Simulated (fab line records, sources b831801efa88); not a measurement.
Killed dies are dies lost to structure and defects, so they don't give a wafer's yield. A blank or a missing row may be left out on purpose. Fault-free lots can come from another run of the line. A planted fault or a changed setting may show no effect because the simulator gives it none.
A struck lot beside a sound one :: flow gf180mcu :: 16 steps out of a route of 602
Sound: the wafers L818.4, L818.5, L818.6. Struck: wafers L832.1, L832.2, L832.6. The cause is named last.
At each step with rows: each side's tool, then ch and its chambers, then its first start. Under that, the readings that differ: sound wafers :: struck wafers :: difference of the means :: sigmas: that difference in standard deviations of wafers without a fault.
alike: readings with means less than 2 such deviations apart, plus words and numbers identical on both sides. not compared: withheld readings, readings lacking a value on some wafer, bounds such as >300 that could conceal the same value, and numbers that have no deviation in the record and whose values overlap.
Wherever a step has rows on one side only, a row that says differs or no value, or a row with sigmas, the two part there. Numbers that have no deviation but don't overlap get no sigmas and don't part them. A reading that every wafer of one side lacks parts them only if that side has two wafers or more.

GF_VT_IMPLANT_OVL_MEAS_29:
  sound: overlay-01 at day 8 18:21; struck: overlay-01 at day 12 07:49
reading: VT_IMPLANT_02_OVL (nm)
sound: -2.2 -3.1 -3.3
struck: 0.4 1.1 -0.6
difference: +3.2
sigmas: +2
then, 1 step without rows for these wafers: GF_VT_IMPLANT_IMPLANT_30.
GF_VT_IMPLANT_STRIP_31: strips in O2/N2.
  sound on plasma-asher-02 ch 0,1, day 8 18:33; struck on plasma-asher-04 ch 0,1, day 12 07:59
  alike: drypump-motor-current-A, heater-power-w, oes-product-au, strip-time-to-endpoint-s
  not compared: rf-hours-counter-h
GF_VT_IMPLANT_TW_MEAS_32:
  sound: film-metro-01 at day 8 18:39; struck: film-metro-03 at day 12 08:05
  alike: VT_IMPLANT_3_TW
then, 7 steps without rows for these wafers: GF_VT_IMPLANT_DEHYDRATE_33 (time 60 s); GF_VT_IMPLANT_HMDS_34 (prime time 60 s); GF_VT_IMPLANT_COAT_35 (resist thk 1000 nm); GF_VT_IMPLANT_SOFTBAKE_36 (time 60 s); GF_VT_IMPLANT_EXPOSE_37 (exposes mask Nwell HV AREA, target cd 860 nm); GF_VT_IMPLANT_PEB_38; GF_VT_IMPLANT_DEVELOP_39 (develop time 60 s).
GF_VT_IMPLANT_OVL_MEAS_40:
  sound: overlay-02 at day 9 12:06; struck: overlay-01 at day 13 03:02
  alike: VT_IMPLANT_03_OVL
GF_VT_IMPLANT_IMPLANT_41:
  sound on implanter-03 ch 0, day 9 12:11; struck on implanter-04 ch 0, day 13 03:04
reading: beam-energy-keV
sound: 69.999 69.992 69.989
struck: 65.639 65.620 65.640
difference: -4.360
sigmas: -99 or more

reading: model.implant.rp-nm (nm)
sound: 42.81 42.81 42.81
struck: 40.32 40.32 40.32
difference: -2.49
sigmas: 

reading: model.implant.drp-nm (nm)
sound: 18.17 18.17 18.17
struck: 17.3 17.3 17.3
difference: -0.9
sigmas: 
  alike: tilt-deg
GF_VT_IMPLANT_STRIP_42: strips in O2/N2.
  sound on plasma-asher-03 ch 0,1, day 9 12:18; struck on plasma-asher-03 ch 0,1, day 13 03:22
  alike: drypump-motor-current-A, heater-power-w, oes-product-au, strip-time-to-endpoint-s
  not compared: rf-hours-counter-h
GF_VT_IMPLANT_TW_MEAS_43:
  sound: film-metro-01 at day 9 12:24; struck: film-metro-01 at day 13 03:28
reading: VT_IMPLANT_4_TW
sound: 692 692 692
struck: 680 677 680
difference: -13
sigmas: -4
  not compared: hold
GF_PASSIVATION_PROBE_99:
  rows exist in the record for the sound wafers here (prober-01, day 31 10:07), none for the struck ones

WHERE THEY PART
Earliest at GF_VT_IMPLANT_OVL_MEAS_29; latest, in this record, at GF_PASSIVATION_PROBE_99.

WHY: whatever the simulator had introduced
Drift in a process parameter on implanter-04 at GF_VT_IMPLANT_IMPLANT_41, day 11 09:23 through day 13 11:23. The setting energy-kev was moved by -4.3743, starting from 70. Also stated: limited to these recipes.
